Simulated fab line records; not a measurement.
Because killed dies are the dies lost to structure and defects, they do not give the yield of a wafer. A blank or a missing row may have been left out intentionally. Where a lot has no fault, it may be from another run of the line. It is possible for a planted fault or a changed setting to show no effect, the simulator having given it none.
Struck lot and sound lot, side by side -- flow sky130 -- 15 out of 708 route steps
Sound: wafers L583.3, L583.4, L583.5. Struck: wafer L577.3; the same lot's L577.4 was not struck, so it is left out; see the end for the cause.
Per side, at each step with rows, come the tool, then ch with its chambers, and then its first start. Under that, the readings that differ: sound wafers -- struck wafers -- difference of the means -- sigmas: that difference in standard deviations of wafers without a fault.
alike: same words and numbers on both sides, and readings whose means sit less than 2 such deviations apart. not compared: any withheld reading, any reading some wafer has no value for, any bound like >300 that may hide the same value, and any number with overlapping values for which the record gives no deviation.
A row with sigmas, a row that says differs or no value, or rows on one side alone: a step with any of these is where the two part. Numbers that have no deviation but don't overlap get no sigmas and don't part them. Lack of a reading on every wafer of one side parts them only where that side has two or more wafers.

SKY_PWDE_STRIP_09: strips in O2/N2.
  sound on plasma asher-01 ch 0,1, day 7 10:44; struck on plasma asher-02 ch 1, day 6 09:29
  alike: drypump motor current A, n2 flow sccm, o2 flow sccm, oes product au, strip time to endpoint s
  not compared: rf hours counter h
SKY_PWDE_TW_MEAS_10:
  sound on film metro-01, day 7 10:49; struck on film metro-03, day 6 09:34
  alike: PWDE_TW
then, 7 steps without rows for these wafers: SKY_NWELL_DEHYDRATE_03 (time 60 s); SKY_NWELL_HMDS_04 (prime time 60 s); SKY_NWELL_COAT_05 (resist thk 3000 nm); SKY_NWELL_SOFTBAKE_06; SKY_NWELL_EXPOSE_07 (exposes mask NWM, target cd 840 nm); SKY_NWELL_PEB_08; SKY_NWELL_DEVELOP_09 (develop time 60 s).
SKY_NWELL_OVL_MEAS_10:
  sound on overlay-02, day 8 06:17; struck on overlay-01, day 7 04:13
  alike: NWELL_00_OVL
then, 2 steps without rows for these wafers: SKY_NWELL_IMPLANT_11; SKY_NWELL_IMPLANT_12.
SKY_NWELL_IMPLANT_13:
  sound on implanter-03 ch 0, day 8 06:39; struck on implanter-02 ch 0, day 7 04:36
reading,sound,struck,difference,sigmas
beam on s (s),10.67 9.88 9.50,11.42,+1.40,+7
faraday current uA,3.70 4.02 4.14,3.45,-0.50,-6
SKY_NWELL_STRIP_14: strips in O2/N2.
  sound on plasma asher-04 ch 0,1, day 8 06:47; struck on plasma asher-02 ch 0, day 7 04:44
  alike: drypump motor current A, n2 flow sccm, o2 flow sccm, oes product au, strip time to endpoint s
  not compared: rf hours counter h
-- the record jumps here: 42 days lie between the struck wafers' starts before and after (it left off in module NWELL and takes up again in module PAD_OPEN, whose first step shown is number 708 of the route) --
SKY_PAD_OPEN_PROBE_99:
  sound on prober-01, day 50 01:38; struck on prober-01, day 49 07:20
reading,sound,struck,difference,sigmas
model.etest.pfet g5v0d10v5.off log10 a um,-12.52 -12.75 -12.4,-13.15,-0.59,
model.etest.pfet_01v8_lvt.off log10 a um,-8.913 -8.929 -8.935,-9.374,-0.448,
model.etest.pfet g5v0d10v5.vt sat v (V),-0.6286 -0.649 -0.6242,-0.7078,-0.0739,
model.etest.pfet_16v.vt v (V),-1.097 -1.11 -1.103,-1.151,-0.048,
model.etest.pfet g5v0d10v5.vt v (V),-0.8279 -0.8423 -0.8218,-0.8793,-0.0486,
model.etest.pfet g5v0d10v5.vt long v (V),-0.9301 -0.9372 -0.9364,-0.9782,-0.0436,
model.etest.pfet_01v8_lvt.vt sat v (V),-0.4453 -0.45 -0.4479,-0.4834,-0.0357,
model.etest.pfet_01v8_lvt.vt v (V),-0.5395 -0.5442 -0.5396,-0.5695,-0.0284,
  alike: killed_at_M0_to_M3, killed_at_M4_up, killed at contacts, killed at front end, killed at other, killed dies, killed open, killed short

WHERE THEY PART
At SKY_NWELL_IMPLANT_13 and nowhere else, as far as this record goes. Later steps at which nothing parts them and some readings are alike: SKY_NWELL_STRIP_14, SKY_PAD_OPEN_PROBE_99.

WHY: the cause the simulator had injected
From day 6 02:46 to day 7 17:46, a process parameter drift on implanter-02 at SKY_NWELL_IMPLANT_13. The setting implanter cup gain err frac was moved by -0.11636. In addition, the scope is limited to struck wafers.
